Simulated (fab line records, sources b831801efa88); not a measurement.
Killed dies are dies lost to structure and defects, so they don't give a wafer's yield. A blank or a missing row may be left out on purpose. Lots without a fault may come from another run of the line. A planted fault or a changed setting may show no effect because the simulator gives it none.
A struck lot beside a sound one | flow sky130 | 47 steps out of a route of 708
Sound: wafers L163.2, L163.3, L163.6. Struck: wafers L182.1, L182.2, L182.3. The cause comes at the end.
At each step with rows: each side's tool, then ch and its chambers, then its first start. Under that, the readings that differ: sound wafers | struck wafers | difference of the means | sigmas: that difference in standard deviations of wafers without a fault.
alike: readings whose means differ by less than 2 such deviations, and words and numbers that are the same on both sides. not compared: withheld readings, readings that some wafer has no value for, bounds like >300 that may hide the same value, and numbers for which the record gives no deviation and whose values overlap.
The two part at a step that has a row with sigmas, a row that says differs or no value, or rows on one side only. Numbers that don't overlap but have no deviation are shown without sigmas and don't part them. A reading that every wafer of one side lacks parts them only if that side has two wafers or more.

SKY_POLY_GATE_CD_MEAS_13: target cd 150 nm.
  sound on cd_sem-01, day 18 12:55; struck on cd_sem-02, day 24 09:06
  alike: cd_nm
SKY_POLY_GATE_OVL_MEAS_14:
  sound on overlay-02, day 18 13:02; struck on overlay-01, day 24 09:13
  alike: POLY_GATE_OVL
SKY_POLY_GATE_ETCH_15: etches BARC in N2/H2, stops on SiO2, time 118.5 s, target depth 110 nm.
  sound on rie_diel-01 ch 0,2,3, day 18 13:04; struck on rie_diel-03 ch 1,2,3, day 24 09:16
  alike: bias_w, drypump_motor_current_A, oes_product_au, throttle_valve_pct
  not compared: rf_hours_counter_h
SKY_POLY_GATE_ETCH_16: etches Si3N4 in CH3F/O2, stops on poly-Si, time 147.5 s, target depth 75 nm.
  sound on rie_diel-01 ch 0,2,3, day 18 13:08; struck on rie_diel-03 ch 1,2,3, day 24 09:20
  alike: bias_w, drypump_motor_current_A, oes_product_au, throttle_valve_pct
  not compared: rf_hours_counter_h
SKY_POLY_GATE_ETCH_17: etches poly-Si in HBr/Cl2, stops on SiO2, target depth 180 nm, time 70.5 s.
  sound on rie_si-01 ch 0,2,3, day 18 13:14; struck on rie_si-02 ch 1,2,3, day 24 09:26
  alike: bias_w, drypump_motor_current_A, oes_product_au, throttle_valve_pct
  not compared: rf_hours_counter_h
SKY_POLY_GATE_STRIP_18: strips in O2/N2.
  sound on plasma_asher-02 ch 1, day 18 13:18; struck on plasma_asher-02 ch 0,1, day 24 09:29
  alike: drypump_motor_current_A, oes_product_au, strip_time_to_endpoint_s
  not compared: rf_hours_counter_h
then, 2 steps without rows for these wafers: SKY_POLY_GATE_CLEAN_19 (cleans in SC1/SC2, time 150 s); SKY_POLY_GATE_OXIDATION_20 (stabilise 600 s, purge 300 s, target thk 4 nm).
SKY_POLY_GATE_THK_MEAS_21:
  sound on film_metro-01, day 18 15:07; struck on film_metro-01, day 24 12:52
  alike: POLY_GATE_OXIDATION_THK
SKY_POLY_GATE_CD_MEAS_22:
  sound on cd_sem-02, day 18 15:11; struck on cd_sem-02, day 24 12:55
  alike: cd_nm
then, 2 steps without rows for these wafers: SKY_LDD_N_DEHYDRATE_00 (time 60 s); SKY_LDD_N_HMDS_01 (prime time 60 s).
SKY_LDD_N_COAT_02: resist thk 300 nm.
  sound on litho_track-04 ch 0, day 19 06:07; struck on litho_track-03, day 25 03:24
  no value came back on the struck wafers for chill_plate_temp_C (C), dispense_pressure_kPa (kPa); on the sound wafers chill_plate_temp_C (C) reads 23.13 23.09 22.93
then, 4 steps without rows for these wafers: SKY_LDD_N_SOFTBAKE_03 (time 60 s); SKY_LDD_N_EXPOSE_04 (exposes mask NTM, target cd 840 nm); SKY_LDD_N_PEB_05; SKY_LDD_N_DEVELOP_06 (develop time 60 s).
SKY_LDD_N_OVL_MEAS_07:
  sound on overlay-01, day 19 21:12; struck on overlay-01, day 25 17:50
  reading        | sound        | struck | difference                    | sigmas
  LDD_N_OVL (nm) | 2.1 -0.2 2.6 | - - -  | no value on the struck wafers |
then, 8 steps without rows for these wafers: SKY_LDD_N_IMPLANT_08; SKY_LDD_N_IMPLANT_09; SKY_LDD_N_IMPLANT_10; SKY_LDD_N_IMPLANT_11; SKY_LDD_N_IMPLANT_12; SKY_LDD_N_IMPLANT_13; SKY_LDD_N_IMPLANT_14; SKY_LDD_N_IMPLANT_15.
SKY_LDD_N_STRIP_16: strips in O2/N2.
  sound on plasma_asher-01 ch 0, day 19 22:26; struck on plasma_asher-02 ch 0,1, day 25 19:05
  no value came back on the struck wafers for oes_product_au (a.u.), strip_time_to_endpoint_s (s); on the sound wafers oes_product_au (a.u.) reads 0.407 0.408 0.417
  alike: drypump_motor_current_A
  not compared: rf_hours_counter_h
SKY_LDD_N_TW_MEAS_17:
  sound on film_metro-01, day 19 22:32; struck on film_metro-03, day 25 19:11
  alike: LDD_N_TW
then, 7 steps without rows for these wafers: SKY_LDD_P_DEHYDRATE_00 (time 60 s); SKY_LDD_P_HMDS_01 (prime time 60 s); SKY_LDD_P_COAT_02 (resist thk 1152 nm); SKY_LDD_P_SOFTBAKE_03 (time 60 s); SKY_LDD_P_EXPOSE_04 (exposes mask PSDM, target cd 380 nm); SKY_LDD_P_PEB_05; SKY_LDD_P_DEVELOP_06 (develop time 60 s).
SKY_LDD_P_CD_MEAS_07: target cd 380 nm.
  sound on cd_sem-01, day 21 04:43; struck on cd_sem-01, day 27 00:24
  alike: cd_nm
SKY_LDD_P_OVL_MEAS_08:
  sound on overlay-01, day 21 04:50; struck on overlay-02, day 27 00:31
  alike: LDD_P_OVL
then, 2 steps without rows for these wafers: SKY_LDD_P_IMPLANT_09; SKY_LDD_P_STRIP_10 (strips in O2/N2).
SKY_LDD_P_TW_MEAS_11:
  sound on film_metro-01, day 21 05:07; struck on film_metro-02, day 27 00:48
  reading  | sound       | struck         | difference | sigmas
  LDD_P_TW | 637 633 638 | 2625 2633 2617 | +1989      | +99 or more
then, 2 steps without rows for these wafers: SKY_LDD_HVN_DEHYDRATE_00 (time 60 s); SKY_LDD_HVN_HMDS_01 (prime time 60 s).
SKY_LDD_HVN_TW_MEAS_10:
  sound on film_metro-01, day 22 12:15; struck on film_metro-02, day 28 05:32
  reading    | sound          | struck         | difference | sigmas
  LDD_HVN_TW | 1428 1436 1431 | 2728 2725 2723 | +1294      | +68
SKY_LDD_HVP_TW_MEAS_10:
  sound on film_metro-03, day 23 18:44; struck on film_metro-02, day 29 09:35
  reading    | sound       | struck         | difference | sigmas
  LDD_HVP_TW | 454 454 454 | 2649 2646 2656 | +2196      | +99 or more
SKY_LDD_LDN_TW_MEAS_13:
  sound on film_metro-01, day 25 00:20; struck on film_metro-03, day 30 14:38
  reading    | sound          | struck         | difference | sigmas
  LDD_LDN_TW | 1464 1470 1479 | 2628 2643 2641 | +1166      | +99 or more
-- the record jumps here: 2 days lie between the struck wafers' starts before and after (it left off in module LDD_LDN and takes up again in module SD_P, whose first step shown is number 331 of the route) --
SKY_SD_P_TW_MEAS_11:
  sound on film_metro-02, day 27 14:13; struck on film_metro-01, day 32 23:51
  reading | sound          | struck         | difference | sigmas
  SD_P_TW | 2874 2861 2854 | 3022 3027 3006 | +155       | +4
SKY_RES_XHIGH_TW_MEAS_09:
  sound on film_metro-02, day 28 17:45; struck on film_metro-02, day 34 03:06
  reading      | sound          | struck         | difference | sigmas
  RES_XHIGH_TW | 1645 1643 1649 | 2716 2721 2734 | +1078      | +43

WHERE THEY PART
First at SKY_LDD_N_COAT_02; last, within this record, at SKY_RES_XHIGH_TW_MEAS_09.

WHY: what the simulator had put in
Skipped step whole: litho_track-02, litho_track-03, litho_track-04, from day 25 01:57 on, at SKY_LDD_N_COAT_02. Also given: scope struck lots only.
